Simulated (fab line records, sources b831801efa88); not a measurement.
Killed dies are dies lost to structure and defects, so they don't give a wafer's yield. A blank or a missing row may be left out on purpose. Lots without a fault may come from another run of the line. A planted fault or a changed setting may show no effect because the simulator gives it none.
fab line records | flow sky130
record lots=14 wafers=40 last_day=50
route steps=708 shown POLY_GATE@236 SPACER@306 SD_N@356 LI_CONTACT@364 PAD_OPEN@708
lots that met no fault: from a run of the same line without faults
start_h: hours from the record's first day to the start of the lot's first wafer shown | wait_h: hours since the lot's step before | " the same as in the row above | L1.1+2: a row that stands for several wafers | - no value, or no start given | * or withheld: withheld | < > ~ a bound
route shown NAME@n: a module of which the file shows steps, and the number in the route of the first | usual: mean/standard deviation of fault-free wafers | same: alike in all rows | chamber/n: place in a boat | sites: the reading at each site | _std_site: their standard deviation | _edge_site: outer sites' mean less inner sites' | radius_mm: how far each site lies from the wafer's centre | mask NAME#n: copy n | behind: the tool/chamber that last shaped the wafer | hold: why the lot was held/for how many hours/how that ended | device: the transistor (n, p or np) that didn't switch | end of line: the same wafers' tests at the end of the route | a step without rows: its recipe alone | killed: dies lost to structure and defects at the first sort, not the wafer's yield | map: a wafer's dies, x killed, . not, _ none there
set.NAME: the setting as run; set.NAME@STEP: as run at that earlier step | model.NAME: the simulator's own value behind a step, which no gauge read
steps of the route over a sample of lots; a table a step, a row a wafer
services: from which hour (start_h, from the record's first day; less than 0 if before it) a tool's chamber was out of use, for how many hours, and why
## steps
# step SKY_POLY_GATE_CD_MEAS_22
# usual cd_nm=150.6/1.7
# columns lot.wafer tool chamber start_h wait_h cd_nm
L501.1 cd_sem-01 - 371.40 0.1 151.3
L501.2 " - " " 150.2
L501.3 " - " " 150.5
L502.3 cd_sem-01 - 375.63 0.1 151.1
L502.5 " - " " 150.1
L502.6 " - " " 148.1
L503.1 cd_sem-01 - 399.09 0.1 153.3
L503.2 " - " " 151.7
L503.6 " - " " 150.2
L504.2 cd_sem-02 - 401.76 0.1 149.2
L504.4 " - " " 151.0
L504.6 " - " " 149.0
L505.3 cd_sem-01 - 435.05 0.1 148.7
L505.4 " - " " 149.1
L505.6 " - " " 148.3
L507.1 cd_sem-02 - 438.35 0.1 149.8
L507.3 " - " " 148.8
L507.6 " - " " 150.1
L506.2 cd_sem-01 - 438.38 0.1 150.1
L506.3 " - " " 151.9
L506.5 " - " " 152.9
L508.1 cd_sem-01 - 439.24 0.1 151.3
L508.4 " - " " 150.9
L508.5 " - " " 152.4
L510.3 cd_sem-02 - 451.75 0.1 151.1
L510.5 " - " " 150.4
L510.6 " - " " 151.8
L515.5 cd_sem-01 - 490.76 0.1 147.6
L515.6 " - " " 145.9
L516.3 cd_sem-02 - 499.20 0.1 150.2
L516.5 " - " " 147.9
L516.6 " - " " 150.9
L517.1 cd_sem-02 - 514.80 0.1 151.8
L517.5 " - " " 151.0
L518.1 cd_sem-02 - 521.29 0.1 151.5
L518.5 " - " " 150.8
L518.6 " - " " 152.4
L524.1 cd_sem-02 - 564.99 0.1 148.0
L524.4 " - " " 151.0
L524.5 " - " " 151.0
# step SKY_SPACER_ETCHBACK_02
# recipe chemistry=CH3F/O2 target=Si3N4 stop_on=SiO2 source_w=400 bias_w=80 pressure_mtorr=25 ch3f_flow_sccm=40 O2_flow_sccm=30 time_s=46.7 target_depth_a=450
# usual drypump_motor_current_A=5.5/0.48 oes_product_au=0.856/0.0059 throttle_valve_pct=10.562/0.0099
# columns lot.wafer tool chamber start_h wait_h drypump_motor_current_A oes_product_au rf_hours_counter_h throttle_valve_pct
L501.1 rie_diel-01 1 525.78 0.1 5.4 0.849 4 10.556
L501.2 " 0 " " 5.7 0.858 67 10.568
L501.3 " 3 " " 6.0 0.855 16 10.557
L502.3 rie_diel-01 1 530.88 0.0 5.4 0.856 4 10.583
L502.5 " 1 " " 5.4 0.864 - 10.566
L502.6 " 2 " " 5.7 0.853 - 10.560
L503.1 rie_diel-01 2 554.63 0.1 5.7 0.864 1 10.567
L503.2 " 1 " " 5.4 0.848 4 10.562
L503.6 " 1 " " 5.4 0.849 - 10.562
L504.2 rie_diel-03 2 557.53 0.0 4.9 0.853 18 10.571
L504.4 " 0 " " 4.7 0.865 - 10.557
L504.6 " 2 " " 5.0 0.857 - 10.566
L505.3 rie_diel-01 0 590.52 0.0 5.7 0.850 68 10.552
L505.4 " 2 " " 5.7 0.847 1 10.570
L505.6 " 1 " " 5.4 0.851 - 10.553
L507.1 rie_diel-01 0 593.73 0.1 5.7 0.845 68 10.565
L507.3 " 1 " " 5.4 0.849 5 10.567
L507.6 " 2 " " 5.7 0.862 - 10.561
L506.2 rie_diel-03 2 594.94 0.0 4.9 0.862 19 10.569
L506.3 " 3 " " 6.4 0.862 6 10.557
L506.5 " 3 " " 6.4 0.872 - 10.560
L508.1 rie_diel-01 3 594.94 0.1 6.0 0.867 17 10.560
L508.4 " 2 " " 5.7 0.857 2 10.559
L508.5 " 1 " " 5.4 0.858 - 10.558
L510.3 rie_diel-03 2 605.99 0.0 4.9 0.857 20 10.584
L510.5 " 3 " " 6.4 0.864 - 10.558
L510.6 " 0 " " 4.7 0.856 - 10.554
L515.5 rie_diel-03 1 642.25 0.0 5.4 0.869 - 10.570
L515.6 " 2 " " 4.9 0.855 - 10.558
L516.3 rie_diel-01 1 649.79 0.0 5.4 0.853 6 10.558
L516.5 " 2 " " 5.7 0.867 - 10.570
L516.6 " 3 " " 6.0 0.853 - 10.564
L517.1 rie_diel-02 0 666.18 0.1 5.9 0.846 17 10.565
L517.5 " 0 " " 5.9 0.844 - 10.569
L518.1 rie_diel-01 0 671.45 0.1 5.7 0.858 0 10.554
L518.5 " 1 " " 5.4 0.850 - 10.547
L518.6 " 0 " " 5.7 0.847 - 10.557
L524.1 rie_diel-02 0 710.70 0.1 5.9 0.855 18 10.566
L524.4 " 2 " " 5.1 0.862 6 10.562
L524.5 " 2 " " 5.1 0.850 - 10.554
# step SKY_SD_N_RTA_14
# recipe temp_c=1075 time_s=2 idle_temp_c=650 ramp_up_c_per_s=150 ramp_down_c_per_s=90 ambient=N2
# usual lamp_power_pct=15.74/0.047 wafer_temp_C_max=1078.0/1.5
# columns lot.wafer tool chamber start_h wait_h lamp_power_pct wafer_temp_C_max
L501.1 rtp_anneal-01 0 645.01 0.0 15.73 1078.9
L501.2 " 0 " " 15.68 1077.1
L501.3 " 0 " " 15.74 1078.1
L502.3 rtp_anneal-01 0 649.52 0.0 15.75 1079.4
L502.5 " 0 " " 15.72 1078.9
L502.6 " 0 " " 15.74 1076.0
L503.1 rtp_anneal-02 0 671.81 0.0 15.66 1077.3
L503.2 " 0 " " 15.77 1077.7
L503.6 " 0 " " 15.74 1079.8
L504.2 rtp_anneal-01 0 674.51 0.0 15.69 1077.8
L504.4 " 0 " " 15.73 1078.5
L504.6 " 0 " " 15.77 1080.7
L505.3 rtp_anneal-02 0 706.05 0.0 15.71 1077.7
L505.4 " 0 " " 15.67 1077.7
L505.6 " 0 " " 15.70 1074.8
L507.1 rtp_anneal-01 0 709.24 0.0 15.71 1079.9
L507.3 " 0 " " 15.79 1077.5
L507.6 " 0 " " 15.64 1076.5
L508.1 rtp_anneal-02 0 710.01 0.0 15.69 1076.2
L508.4 " 0 " " 15.65 1078.2
L508.5 " 0 " " 15.63 1078.2
L506.2 rtp_anneal-01 0 710.75 0.0 15.75 1077.2
L506.3 " 0 " " 15.82 1077.5
L506.5 " 0 " " 15.73 1077.1
L510.3 rtp_anneal-01 0 720.05 0.0 15.74 1076.8
L510.5 " 0 " " 15.76 1077.0
L510.6 " 0 " " 15.73 1078.1
L515.5 rtp_anneal-02 0 754.74 0.0 15.79 1076.0
L515.6 " 0 " " 15.72 1079.8
L516.3 rtp_anneal-01 0 761.72 0.0 15.79 1077.8
L516.5 " 0 " " 15.77 1080.5
L516.6 " 0 " " 15.66 1076.9
L517.1 rtp_anneal-02 0 775.86 0.0 15.71 1076.0
L517.5 " 0 " " 15.70 1080.3
L518.1 rtp_anneal-01 0 780.04 0.0 15.87 1078.2
L518.5 " 0 " " 15.75 1075.4
L518.6 " 0 " " 15.72 1079.5
L524.1 rtp_anneal-01 0 819.26 0.0 15.76 1076.7
L524.4 " 0 " " 15.73 1078.6
L524.5 " 0 " " 15.67 1076.5
# step SKY_LI_CONTACT_CMP_02
# recipe material=PSG down_force_psi=4 platen_rpm=60 pad_velocity_m_s=0.94248
# usual motor_current_A=11.9/1.1 time_to_endpoint_s=32.3/2.7
# columns lot.wafer tool chamber start_h wait_h motor_current_A time_to_endpoint_s
L501.2 cmp-01 0 645.77 0.0 12.7 36.1
L501.3 " 2 " " 12.8 35.2
L501.1 " 3 " " 9.8 37.8
L502.3 cmp-01 2 650.32 0.1 13.1 35.4
L502.6 " 0 " " 12.7 37.2
L502.5 " 1 " " 11.1 36.6
L503.2 cmp-01 1 672.57 0.1 11.1 31.4
L503.1 " 3 " " 9.6 31.8
L503.6 " 1 " " 11.2 32.5
L504.4 cmp-02 0 675.26 0.1 13.5 37.2
L504.2 " 3 " " 12.1 31.5
L504.6 " 1 " " 12.9 33.6
L505.3 cmp-01 0 706.80 0.1 12.7 30.6
L505.4 " 2 " " 12.7 34.3
L505.6 " 0 " " 12.1 33.2
L507.1 cmp-01 3 710.00 0.1 10.4 34.1
L507.3 " 1 " " 11.0 32.5
L507.6 " 2 " " 13.3 33.4
L508.4 cmp-01 2 710.75 0.0 11.9 27.5
L508.1 " 3 " " 10.3 31.0
L508.5 " 3 " " 10.4 28.7
L506.2 cmp-02 3 711.57 0.1 11.2 30.8
L506.3 " 0 " " 13.1 33.1
L506.5 " 1 " " 12.1 33.5
L510.3 cmp-02 0 720.82 0.1 13.3 35.9
L510.5 " 3 " " 12.4 34.3
L510.6 " 0 " " 13.4 35.5
L515.6 cmp-01 1 755.66 0.2 10.9 30.1
L515.5 " 2 " " 12.8 17.0
L516.3 cmp-01 2 762.52 0.1 12.6 29.8
L516.6 " 0 " " 12.9 30.2
L516.5 " 1 " " 11.8 15.1
L517.1 cmp-01 3 776.57 0.1 10.1 27.4
L517.5 " 3 " " 10.5 13.7
L518.1 cmp-02 0 780.85 0.1 13.2 36.3
L518.6 " 2 " " 11.8 37.1
L518.5 " 3 " " 12.5 32.4
L524.4 cmp-02 0 819.98 0.0 13.2 36.1
L524.1 " 1 " " 12.7 30.1
L524.5 " 1 " " 13.1 30.0
# step SKY_PAD_OPEN_PROBE_99
# usual killed_at_M0_to_M3=43/6.5 killed_at_M4_up=3.5/1.9 killed_at_contacts=24/5.4 killed_at_front_end=16/4.8 killed_at_other=0.4/0.64 killed_dies=87/9.4 killed_open=47/7 killed_short=40/6.3
# same gross_dies=492 killed_at_back_side=0
# columns lot.wafer tool chamber start_h wait_h killed_at_M0_to_M3 killed_at_M4_up killed_at_contacts killed_at_front_end killed_at_other killed_dies killed_open killed_short
L502.3 prober-02 - 1078.00 0.2 34 1 27 17 0 79 44 35
L502.5 prober-02 - 1078.10 0.2 47 4 21 20 1 93 44 49
L502.6 prober-02 - 1078.15 0.2 36 2 26 15 1 80 51 29
L506.5 prober-02 - 1124.34 0.2 34 7 32 14 0 87 50 37
L515.5 prober-02 - 1150.86 0.2 51 6 25 21 0 103 60 43
L515.6 prober-02 - 1150.91 0.2 50 2 16 15 0 83 49 34
L517.1 prober-02 - 1165.10 0.1 47 6 31 21 0 105 62 43
L517.5 prober-02 - 1165.30 0.2 37 5 22 15 0 79 45 34
L518.1 prober-01 - 1168.31 0.1 56 6 19 9 1 91 43 47
L518.5 prober-01 - 1168.51 0.2 43 5 23 15 1 87 49 38
L518.6 prober-01 - 1168.56 0.2 49 3 20 13 0 85 45 40
# killed by level:class
L502.3 VIA2:geometric_particle:open=10 CONTACT:geometric_particle:open=10 LI_CONTACT:geometric_particle:open=8 LI_CONTACT:geometric_particle:short=4 VIA1:geometric_particle:open=4 METAL2:geometric_particle:short=4 VIA1:geometric_particle:short=3 FIELD_ISO:geometric_particle:open=3
L502.5 VIA1:geometric_particle:open=9 FIELD_ISO:geometric_particle:short=7 VIA3:geometric_particle:open=7 FIELD_ISO:geometric_particle:open=6 LI_CONTACT:geometric_particle:open=6 VIA1:geometric_particle:short=6 METAL1:geometric_particle:short=5 LI_CONTACT:geometric_particle:short=4
L502.6 CONTACT:geometric_particle:open=13 VIA1:geometric_particle:open=11 LI_CONTACT:geometric_particle:open=7 VIA3:geometric_particle:open=6 POLY_GATE:geometric_particle:short=5 FIELD_ISO:geometric_particle:open=4 METAL1:geometric_particle:short=4 CONTACT:geometric_particle:short=4
L506.5 CONTACT:geometric_particle:open=12 LI_CONTACT:geometric_particle:open=10 VIA1:geometric_particle:open=8 METAL4:geometric_particle:short=7 VIA1:geometric_particle:short=5 POLY_GATE:geometric_particle:open=4 LI_CONTACT:geometric_particle:short=4 CONTACT:geometric_particle:short=4
L515.5 VIA1:geometric_particle:open=14 LI_CONTACT:geometric_particle:open=9 VIA2:geometric_particle:open=8 VIA3:geometric_particle:open=8 FIELD_ISO:geometric_particle:open=7 VIA1:geometric_particle:short=7 CONTACT:geometric_particle:open=6 LOCAL_INTERCONNECT:geometric_particle:short=5
L515.6 VIA1:geometric_particle:open=15 VIA1:geometric_particle:short=8 VIA2:geometric_particle:open=7 FIELD_ISO:geometric_particle:open=5 LI_CONTACT:geometric_particle:open=5 VIA3:geometric_particle:open=5 METAL1:geometric_particle:short=4 VIA2:geometric_particle:short=4
L517.1 VIA1:geometric_particle:open=14 CONTACT:geometric_particle:open=11 LI_CONTACT:geometric_particle:open=9 FIELD_ISO:geometric_particle:open=7 VIA3:geometric_particle:open=7 FIELD_ISO:geometric_particle:short=6 CONTACT:geometric_particle:short=6 VIA1:geometric_particle:short=5
L517.5 CONTACT:geometric_particle:open=8 VIA1:geometric_particle:open=8 VIA2:geometric_particle:open=6 VIA3:geometric_particle:open=6 POLY_GATE:geometric_particle:open=5 CONTACT:geometric_particle:short=5 VIA2:geometric_particle:short=4 METAL4:geometric_particle:short=4
L518.1 METAL2:geometric_particle:short=13 VIA1:geometric_particle:open=9 LI_CONTACT:geometric_particle:open=7 CONTACT:geometric_particle:open=7 VIA2:geometric_particle:short=7 VIA2:geometric_particle:open=6 METAL1:geometric_particle:short=5 METAL1:geometric_particle:open=4
L518.5 VIA1:geometric_particle:open=8 CONTACT:geometric_particle:open=7 VIA3:geometric_particle:open=7 FIELD_ISO:geometric_particle:open=6 LI_CONTACT:geometric_particle:open=6 VIA2:geometric_particle:open=6 METAL2:geometric_particle:short=6 LOCAL_INTERCONNECT:geometric_particle:short=5
L518.6 VIA1:geometric_particle:open=10 METAL2:geometric_particle:short=8 LI_CONTACT:geometric_particle:open=7 CONTACT:geometric_particle:open=7 VIA3:geometric_particle:open=7 FIELD_ISO:geometric_particle:short=6 VIA2:geometric_particle:open=6 POLY_GATE:geometric_particle:short=5
## services
# columns tool chamber start_h hours kind
cmp-02 - 520.22 0.9 repair
cmp-02 - 524.11 0.5 repair
cmp-01 - 533.09 12.0 pm
cmp-02 - 547.08 4.0 pm
cmp-01 - 558.00 1.5 repair
cmp-02 - 572.00 4.0 pm
cmp-02 - 591.39 0.3 repair
cmp-01 - 613.42 4.4 repair
rie_diel-01 - 632.14 2.8 pm
cmp-01 - 641.96 0.2 repair
cmp-02 - 649.71 0.8 repair
rie_diel-01 1 675.72 4.3 repair
cmp-01 - 699.72 1.4 repair
cmp-02 - 701.28 0.3 repair
rtp_anneal-01 - 703.77 4.6 pm
cmp-01 - 716.52 6.9 pm
cmp-02 - 743.57 1.6 repair
cmp-01 - 745.76 4.0 pm
cmp-01 - 745.77 0.9 repair
cmp-01 - 759.12 1.3 repair
cmp-02 - 786.64 30.2 repair
cmp-02 - 804.44 1.9 repair
rie_diel-01 3 814.68 4.2 repair
cmp-02 - 815.79 3.2 repair
## key
first_sign step=SKY_LI_CONTACT_CMP_02 reading=time_to_endpoint_s direction=down sigmas=6.3 usual=* struck=*
effect none on later readings
met_at SKY_LI_CONTACT_CMP_02
struck_lots L515,L516,L517
struck_wafers L515.5,L516.5,L517.5
tester_left_out L515,L516,L517
not_acting_at SKY_POLY_GATE_CD_MEAS_22,SKY_SPACER_ETCHBACK_02,SKY_SD_N_RTA_14
onset_between 710.75 755.66
fault kind=process_parameter_drift tool=cmp-01 chamber=- onset_h=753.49 steps=SKY_LI_CONTACT_CMP_02 channel=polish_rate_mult offset=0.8 shape=step end_h=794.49 scope=struck_wafers_only
# tester_left_out: of these lots the tester's yield and bins aren't shown, on N5 and GAA mostly nor the transistor test; their killed dies are dies lost to structure and defects alone, not to doping, threshold or leakage, so they don't give the yield
